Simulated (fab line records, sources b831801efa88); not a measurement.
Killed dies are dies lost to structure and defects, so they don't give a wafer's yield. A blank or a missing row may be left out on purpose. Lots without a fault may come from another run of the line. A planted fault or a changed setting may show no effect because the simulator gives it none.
One fault seen from 2 desks | flow sky130 | each desk has only its own numbers; what lay behind them comes last

THE TOOL OWNER'S DESK: implanter-02
The tool's own readings at SKY_POLY_GATE_IMPLANT_02: means of the sampled wafers that have a number, for each lot that ran on this tool. A lot is out of limits, marked OUT, if its mean lies more than 4 standard deviations from the usual mean; the brackets give that distance.
Columns: A = beam_energy_keV at SKY_POLY_GATE_IMPLANT_02, usual 30.002; B = beam_on_s at SKY_POLY_GATE_IMPLANT_02, usual 38 s
lot  | first seen here | A      | B
L196 | day 16 19:30    | 29.999 | 44
L198 | day 17 16:05    | 30.022 | 54
L199 | day 18 04:05    | 30.000 | 53
L208 | day 21 04:55    | 29.993 | 43
L210 | day 21 16:40    | 30.010 | 43
This desk's finding: nothing out of limits on any of the 5 lots.

THE METROLOGY DESK
What the gauges read, lot by lot, whatever tool the lot ran on: means of the sampled wafers that have a number. A lot is out of limits, marked OUT, if its mean lies more than 4 standard deviations from the usual mean; the brackets give that distance.
Columns: A = SONOS_ONO_CVD_02_THK at SKY_SONOS_ONO_THK_MEAS_03, usual 10.53 nm; B = POLY_GATE_CVD_03_THK at SKY_POLY_GATE_THK_MEAS_04, usual 75.1 nm
lot  | first seen here | A     | B
L192 | day 11 23:37    | 10.61 | 74.8
L194 | day 12 19:25    | 10.80 | 74.5
L196 | day 13 04:35    | 10.50 | 74.5
L198 | day 13 16:32    | 10.47 | 75.8
L199 | day 14 01:19    | 10.60 | 75.4
L200 | day 14 04:09    | 10.62 | 74.8
L207 | day 16 23:53    | 10.44 | 74.7
L208 | day 16 23:53    | 10.39 | 75.9
L210 | day 17 16:34    | 10.52 | 76.1
L211 | day 17 22:47    | 10.41 | 75.8
L213 | day 18 11:31    | 10.53 | 75.2
This desk's finding: nothing out of limits on any of the 11 lots.

PUT TOGETHER
The tool owner's desk saw nothing out of limits.
The metrology desk saw nothing out of limits.

WHAT THE SIMULATOR HAD PUT IN
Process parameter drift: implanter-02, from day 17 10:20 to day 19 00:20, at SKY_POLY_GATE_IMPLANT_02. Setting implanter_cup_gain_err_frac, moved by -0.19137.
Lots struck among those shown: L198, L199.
